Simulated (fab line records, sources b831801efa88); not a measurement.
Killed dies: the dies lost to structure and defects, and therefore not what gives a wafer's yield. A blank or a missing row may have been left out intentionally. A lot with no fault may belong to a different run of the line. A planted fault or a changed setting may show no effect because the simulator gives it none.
8D (eight disciplines) problem report, filled in by code	flow sky130	the parts of the form that need people (team, actions taken, sign-off) are left out

== 1. THE PROBLEM ==
Wafers free of any fault read 1177 nm (standard deviation 12) for VIA2_HDPCVD_THK at SKY_VIA2_THK_MEAS_01, against a mean of 1085 nm on 3 wafers of 2 lots. That is -7.6 standard deviations from the usual mean.
Seen first at day 37 21:14 on filmMetro-04, wafer L976.3. The record has a number at this step for 35 wafers belonging to 12 lots. Rule for "out" (also "out of limits"): further than 4 standard deviations from the usual mean. Any other wafer with a number is counted as sound.

== 2. WHAT THIS IS AND IS NOT ==
question	is	is not
which readings at this step	VIA2_HDPCVD_THK	-
which lots	L976, L981	L971, L973, L974, L983, L986, L988, L990, L991, L992, L993
which wafers of those lots	L976.3, L976.4, L981.3	L976.5, L981.1
read on which gauges	filmMetro-03, filmMetro-04	filmMetro-01
when	from day 37 21:14	up to then (10 sound wafers); but 22 sound wafers of L981, L983, L986, L988, L990, L991, L992, L993 came after

== 3. WHAT RULES OUT EACH SUSPECT ==
Counting: if a tool at a process step up to the reading ran every lot that is out, it stays a suspect. Sound lots after the first of them don't rule it out here, since some wafers of a struck lot are sound.
- the gauge at SKY_VIA2_THK_MEAS_01 is ruled out. Those wafers that are out were read across 2 gauges (filmMetro-03, filmMetro-04).
- pvdSputter-04 at SKY_METAL2_SPUTTER_00 (material Ti, target thk 15 nm, time 10 s): kept. It ran every lot that is out, first L976 (day 36 19:28).
- hdpcvd-02 at SKY_VIA2_HDPCVD_00 (deposits SiO2, target thk 1180 nm, time 196.7 s): kept. It processed each lot that is out (first: L976, day 37 21:05); up to then, its last sound lot is L974 (day 36 04:54). Out on those wafers are its own readings of runLengthS.
The count leaves hdpcvd-02 at SKY_VIA2_HDPCVD_00 and pvdSputter-04 at SKY_METAL2_SPUTTER_00.

== 4. THE CAUSE (what the simulator had put in) ==
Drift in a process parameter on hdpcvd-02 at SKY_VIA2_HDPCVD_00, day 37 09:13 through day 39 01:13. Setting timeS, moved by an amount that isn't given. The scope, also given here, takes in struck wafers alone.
After counting, 2 suspects remain, this tool included.

== 5. SEQUENCE OF EFFECTS, ordered by route ==
Each row: a reading whose mean over the struck wafers that have a number lies more than 3 standard deviations from the usual. Only readings whose record carries a usual standard deviation are examined. hours: median over the lots of the time between each lot's start at the first step of this table that gives one and its start at this step. sigmas: the change, counted in usual standard deviations.
hours	step	reading	usual	on struck wafers	change	sigmas
0	SKY_VIA2_HDPCVD_00	runLengthS	224.8 s	210.5	-14.3	-22
0	SKY_VIA2_THK_MEAS_01	VIA2_HDPCVD_THK	1177 nm	1085	-92	-7.6
Process steps it contains:
- SKY_VIA2_HDPCVD_00: deposits SiO2, target thk 1180 nm, time 196.7 s.

== 6. WHAT WOULD HAVE CAUGHT IT SOONER ==
In this record the first reading out of limits at a measuring or inspecting step was taken at day 37 21:14, 12 hours after the fault began at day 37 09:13.
Tool's own readings at SKY_VIA2_HDPCVD_00, runLengthS: out on all struck wafers the step has rows for; an alarm limit on them would have tripped on the first.
L981, from the lots that are out (2), started SKY_VIA2_HDPCVD_00 on hdpcvd-02 later than day 37 21:14. Putting the tool on hold at that point would have spared it.
